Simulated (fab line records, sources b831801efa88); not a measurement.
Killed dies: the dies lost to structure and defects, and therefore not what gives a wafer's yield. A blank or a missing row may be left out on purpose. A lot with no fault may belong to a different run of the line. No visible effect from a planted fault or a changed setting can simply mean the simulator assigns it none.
Which tool did it?	flow gf180mcu	Sampling: 13 lots, 39 wafers, 5 of 602 route steps

## WHAT THE GAUGES READ, wafer by wafer
GF_STI_THK_MEAS_24. Usual: STI_CVD_23_THK typically reads 652 nm, with standard deviation 6.1.
lot	measured	on	STI_CVD_23_THK (nm)	flag
L830	day 2 03:07	film_metro-01	660 654 649	
L831	day 2 08:34	film_metro-03	661 649 661	
L832	day 2 14:53	film_metro-03	650 654 658	
L833	day 2 20:02	film_metro-03	662 659 657	
L836	day 3 11:02	film_metro-01	642 652 648	
L837	day 3 15:50	film_metro-02	653 652 651	
L838	day 3 20:40	film_metro-02	654 658 661	
L841	day 4 12:14	film_metro-02	654 658 656	
L842	day 4 17:42	film_metro-02	639 652 653	
L844	day 5 04:27	film_metro-03	669 655 658	
L848	day 6 00:14	film_metro-02	648 644 657	
L849	day 6 04:59	film_metro-01	646 649 650	
L852	day 6 20:32	film_metro-03	661 652 660	

GF_VT_IMPLANT_TW_MEAS_10. Usual: VT_IMPLANT_TW typically reads 565, with standard deviation 5.8.
lot	measured	on	VT_IMPLANT_TW	flag
L830	day 5 15:20	film_metro-04	569 573 571	
L831	day 5 19:55	film_metro-02	561 562 560	
L832	day 6 05:38	film_metro-01	571 576 574	
L833	day 6 09:06	film_metro-02	562 557 558	
L836	day 7 01:46	film_metro-02	555 556 559	
L837	day 7 11:01	film_metro-04	570 570 569	
L838	day 7 16:10	film_metro-04	571 568 569	
L841	day 8 11:30	film_metro-01	566 569 565	
L842	day 8 18:11	film_metro-02	560 558 558	
L844	day 9 05:37	film_metro-04	572 570 571	
L848	day 10 06:27	film_metro-02	1242 1239 1240	OFF
L849	day 10 12:59	film_metro-04	1261 1265 1258	OFF
L852	day 11 06:57	film_metro-01	575 573 574	

## WHAT TOOL EACH LOT RAN ON (gives the tool, then ch and the chambers of the sampled wafers, and finally the start)
lot	GF_STI_CMP_25	GF_NWELL_STRIP_10	GF_VT_IMPLANT_IMPLANT_08
L830	cmp-02 ch 1,2,3, day 2 03:16	plasma_asher-03 ch 0,1, day 3 07:26	implanter-04 ch 0, day 5 15:05
L831	cmp-01 ch 2,3, day 2 08:42	plasma_asher-02 ch 0,1, day 3 12:53	implanter-04 ch 0, day 5 19:41
L832	cmp-02 ch 0,1,3, day 2 15:04	plasma_asher-01 ch 0,1, day 3 19:43	implanter-04 ch 0, day 6 05:26
L833	cmp-01 ch 1,2,3, day 2 20:05	plasma_asher-02 ch 0,1, day 3 23:40	implanter-04 ch 0, day 6 08:52
L836	cmp-02 ch 0,1,2, day 3 11:06	plasma_asher-03 ch 0,1, day 4 15:52	implanter-01 ch 0, day 7 01:31
L837	cmp-01 ch 2,3, day 3 16:59	plasma_asher-01 ch 1, day 4 23:10	implanter-04 ch 0, day 7 10:47
L838	cmp-02 ch 0,1, day 3 20:43	plasma_asher-02 ch 0,1, day 5 02:25	implanter-03 ch 0, day 7 15:55
L841	cmp-01 ch 1,2,3, day 4 12:18	plasma_asher-03 ch 0,1, day 5 19:46	implanter-04 ch 0, day 8 11:15
L842	cmp-02 ch 0,2,3, day 4 17:50	plasma_asher-03 ch 0,1, day 6 01:08	implanter-01 ch 0, day 8 17:58
L844	cmp-01 ch 0,3, day 5 04:29	plasma_asher-03 ch 0,1, day 6 12:19	implanter-04 ch 0, day 9 05:25
L848	cmp-02 ch 0,1,2, day 6 00:17	plasma_asher-02 ch 0,1, day 7 09:26	implanter-01 ch 0, day 10 06:13
L849	cmp-01 ch 0,1,2, day 6 05:03	plasma_asher-03 ch 0,1, day 7 15:26	implanter-01 ch 0, day 10 12:44
L852	cmp-02 ch 1,2, day 6 20:35	plasma_asher-01 ch 0,1, day 8 08:09	implanter-04 ch 0, day 11 06:43
- GF_STI_CMP_25: polishes, stops on Si3N4, t overpolish 33 s, target thk 524.6 nm.
- GF_NWELL_STRIP_10: strips in O2/N2.
- GF_VT_IMPLANT_IMPLANT_08

## AS READ BY THE TOOLS THEMSELVES (means over the sampled wafers that have a number; for cases with no such wafer, the mark the record gives instead)
GF_STI_CMP_25. Usual: motor_current_A 11.4 A, standard deviation 1.3; overpolish_run_s 33.001 s, standard deviation 0.0096; time_to_endpoint_s 124 s, standard deviation 5.3.
lot	tool	motor_current_A (A)	overpolish_run_s (s)	time_to_endpoint_s (s)	flag
L830	cmp-02	11.0	33.006	124	
L831	cmp-01	12.7	33.006	126	
L832	cmp-02	9.9	32.996	123	
L833	cmp-01	12.6	33.003	129	
L836	cmp-02	11.3	33.001	118	
L837	cmp-01	13.2	32.997	122	
L838	cmp-02	10.2	32.995	125	
L841	cmp-01	12.9	33.004	127	
L842	cmp-02	11.4	32.992	128	
L844	cmp-01	13.0	33.008	128	
L848	cmp-02	10.8	32.998	119	
L849	cmp-01	12.0	33.002	127	
L852	cmp-02	12.0	32.995	126	

GF_NWELL_STRIP_10. Usual: drypump_motor_current_A 5.9 A, standard deviation 0.52; heater_power_w 301 W, standard deviation 18; o2_flow_sccm 2999 sccm, standard deviation 8.4; oes_product_au 0.722 a.u., standard deviation 0.0041; strip_time_to_endpoint_s 36.93 s, standard deviation 0.11.
lot	tool	drypump_motor_current_A (A)	heater_power_w (W)	o2_flow_sccm (sccm)	oes_product_au (a.u.)	strip_time_to_endpoint_s (s)	flag
L830	plasma_asher-03	6.1	295	3000	0.724	36.98	
L831	plasma_asher-02	5.2	303	2998	0.725	36.87	
L832	plasma_asher-01	6.1	310	2999	0.722	36.97	
L833	plasma_asher-02	5.0	315	3002	0.723	36.73	
L836	plasma_asher-03	6.3	281	2991	0.719	36.99	
L837	plasma_asher-01	6.1	298	3002	0.723	37.10	
L838	plasma_asher-02	5.0	310	3000	0.722	36.97	
L841	plasma_asher-03	6.3	283	2995	0.723	37.02	
L842	plasma_asher-03	6.2	293	2992	0.721	36.87	
L844	plasma_asher-03	6.3	288	2989	0.722	36.91	
L848	plasma_asher-02	5.0	309	3003	0.722	36.88	
L849	plasma_asher-03	6.2	296	2992	0.727	36.91	
L852	plasma_asher-01	6.1	308	2995	0.717	36.80	

GF_VT_IMPLANT_IMPLANT_08. Usual: dose_ions_cm2 8.288e+12, standard deviation 9.5e+09; faraday_current_uA 46.8, standard deviation 0.91.
lot	tool	dose_ions_cm2	faraday_current_uA	flag
L830	implanter-04	8.288e+12	46.4	
L831	implanter-04	8.293e+12	47.3	
L832	implanter-04	8.291e+12	46.5	
L833	implanter-04	8.286e+12	47.1	
L836	implanter-01	8.293e+12	46.9	
L837	implanter-04	8.295e+12	46.5	
L838	implanter-03	8.286e+12	47.3	
L841	implanter-04	8.304e+12	47.4	
L842	implanter-01	8.282e+12	45.9	
L844	implanter-04	8.296e+12	47.1	
L848	implanter-01	1.033e+14	579.2	OFF
L849	implanter-01	1.033e+14	566.5	OFF
L852	implanter-04	8.269e+12	47.2	

## THE ANSWER, worked out from the rows above alone
Rule: a lot counts as off when the mean over its wafers that have a number is more than 3 standard deviations away from the usual mean. A lot without any number at a reading at which 4 lots or more have one is off too. The other lots that the step has rows for count as sound. After the gauges, taken in route order, come the tools' own readings; for these a lot's mean is taken, as printed above. The first step at which some lot is off is used, and at that step the reading that is off furthest; a lot without a number counts as furthest.
Off: L848, L849, at GF_VT_IMPLANT_TW_MEAS_10 (VT_IMPLANT_TW).
If a tool, at a process step before that reading, ran all the lots that are off and no sound lot after the first of them, it fits. Not tried: the gauges at GF_VT_IMPLANT_TW_MEAS_10; whatever is off there is also off at GF_VT_IMPLANT_IMPLANT_08, on other tools, and gauge error can't account for it. One fits: GF_VT_IMPLANT_IMPLANT_08 on implanter-01. A fault onset in the window from L842 (day 8 17:58, its last sound lot) to L848 (day 10 06:13, its first lot off) fits.
The tool's own readings at GF_VT_IMPLANT_IMPLANT_08 bear it out: on the lots that are off they differ by more than 5 times the standard deviation of the sound lots' means. dose_ions_cm2 reads 1.033e+14 there against 8.289e+12 on the sound lots; faraday_current_uA reads 572.9 there against 46.9 on the sound lots.

## WHAT HAD BEEN PUT IN BY THE SIMULATOR
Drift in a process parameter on implanter-01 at GF_VT_IMPLANT_IMPLANT_08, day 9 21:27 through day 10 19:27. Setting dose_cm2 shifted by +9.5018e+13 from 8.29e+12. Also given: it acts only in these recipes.
Shown lots that were struck: L848, L849. This agrees with what the rule above found.
